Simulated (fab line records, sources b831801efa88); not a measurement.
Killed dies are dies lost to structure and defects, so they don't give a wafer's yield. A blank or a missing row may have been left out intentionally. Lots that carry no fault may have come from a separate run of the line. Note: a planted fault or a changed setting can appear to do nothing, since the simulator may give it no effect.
Matching of chambers + flow gf180mcu + GF_V3_ETCH_16 on rie-diel-04: 4 sister chambers
The step etches BARC in N2/H2. 27 wafers are shown with their chamber, then 12 later ones without.

EACH WAFER AND ITS CHAMBER
| wafer  | chamber | drypump-motor-current-A (A) | oes-product-au (a.u.) | throttle-valve-pct (%) |
|--------|---------|-----------------------------|-----------------------|------------------------|
| L074.2 | 2       | 5.0                         | 0.847                 | 13.242                 |
| L074.4 | 0       | 6.1                         | 0.863                 | 13.212                 |
| L074.5 | 2       | 5.0                         | 0.851                 | 13.238                 |
| L075.1 | 2       | 5.1                         | 0.856                 | 13.237                 |
| L075.2 | 3       | 6.5                         | 0.863                 | 13.231                 |
| L075.5 | 3       | 6.5                         | 0.852                 | 13.230                 |
| L076.2 | 1       | 5.5                         | 0.853                 | 13.227                 |
| L076.5 | 1       | 5.5                         | 0.861                 | 13.228                 |
| L076.6 | 0       | 6.1                         | 0.858                 | 13.224                 |
| L079.3 | 3       | 6.5                         | 0.859                 | 13.223                 |
| L079.4 | 0       | 6.2                         | 0.857                 | 13.229                 |
| L079.6 | 1       | 5.5                         | 0.849                 | 13.227                 |
| L081.1 | 0       | 6.1                         | 0.854                 | 13.227                 |
| L081.2 | 3       | 6.5                         | 0.861                 | 13.217                 |
| L081.3 | 1       | 5.5                         | 0.859                 | 13.233                 |
| L084.4 | 2       | 5.0                         | 0.850                 | 13.220                 |
| L084.5 | 1       | 5.5                         | 0.852                 | 13.221                 |
| L084.6 | 0       | 6.2                         | 0.860                 | 13.231                 |
| L086.1 | 3       | 6.5                         | 0.856                 | 13.228                 |
| L086.4 | 0       | 6.1                         | 0.859                 | 13.220                 |
| L086.5 | 1       | 5.5                         | 0.848                 | 13.215                 |
| L087.1 | 0       | 6.2                         | 0.851                 | 13.240                 |
| L087.2 | 1       | 5.5                         | 0.848                 | 13.237                 |
| L087.3 | 3       | 6.5                         | 0.850                 | 13.228                 |
| L090.1 | 0       | 6.1                         | 0.858                 | 13.238                 |
| L090.5 | 1       | 5.5                         | 0.855                 | 13.218                 |
| L090.6 | 2       | 5.1                         | 0.852                 | 13.245                 |

SIGNATURES, as means of the wafers listed above
| reading                 | chamber 0 | chamber 1 | chamber 2 | chamber 3 | scatter within a chamber |
|-------------------------|-----------|-----------|-----------|-----------|--------------------------|
| drypump-motor-current-A | 6.138     | 5.500     | 5.040     | 6.500     | 0.0366                   |
| oes-product-au          | 0.85750   | 0.85313   | 0.85120   | 0.85683   | 0.00437                  |
| throttle-valve-pct      | 13.22762  | 13.22575  | 13.23640  | 13.22617  | 0.00805                  |
Rule: a wafer lies at a distance from a chamber equal to the root of the sum of squares, over the readings, of (its reading less the chamber's mean, divided by the reading's scatter). The wafer belongs to the nearest chamber; if the next one is less than 2 further off, it can't be placed. The scatter: take each reading less its chamber's mean, square it, sum over the shown wafers, divide by the number of wafers less the number of chambers, and take the root.

WAFERS WITHOUT THEIR CHAMBER
| wafer  | drypump-motor-current-A (A) | oes-product-au (a.u.) | throttle-valve-pct (%) |
|--------|-----------------------------|-----------------------|------------------------|
| L091.2 | 5.1                         | 0.850                 | 13.220                 |
| L091.3 | 5.5                         | 0.852                 | 13.230                 |
| L091.4 | 6.5                         | 0.859                 | 13.216                 |
| L093.4 | 6.5                         | 0.853                 | 13.240                 |
| L093.5 | 5.0                         | 0.857                 | 13.211                 |
| L093.6 | 5.5                         | 0.856                 | 13.224                 |
| L094.1 | 5.0                         | 0.856                 | 13.238                 |
| L094.3 | 6.2                         | 0.850                 | 13.243                 |
| L094.6 | 5.5                         | 0.853                 | 13.231                 |
| L097.2 | 6.5                         | 0.860                 | 13.224                 |
| L097.3 | 5.0                         | 0.853                 | 13.241                 |
| L097.6 | 6.5                         | 0.852                 | 13.213                 |

THE CHAMBER EACH PASSED THROUGH
| wafer  | from the rows above | in truth |
|--------|---------------------|----------|
| L091.2 | 2                   | 2        |
| L091.3 | 1                   | 1        |
| L091.4 | 3                   | 3        |
| L093.4 | 3                   | 3        |
| L093.5 | 2                   | 2        |
| L093.6 | 1                   | 1        |
| L094.1 | 2                   | 2        |
| L094.3 | 0                   | 0        |
| L094.6 | 1                   | 1        |
| L097.2 | 3                   | 3        |
| L097.3 | 2                   | 2        |
| L097.6 | 3                   | 3        |
Placed correctly: 12 of 12. Not placeable from these rows: 0. Placed wrongly: 0.
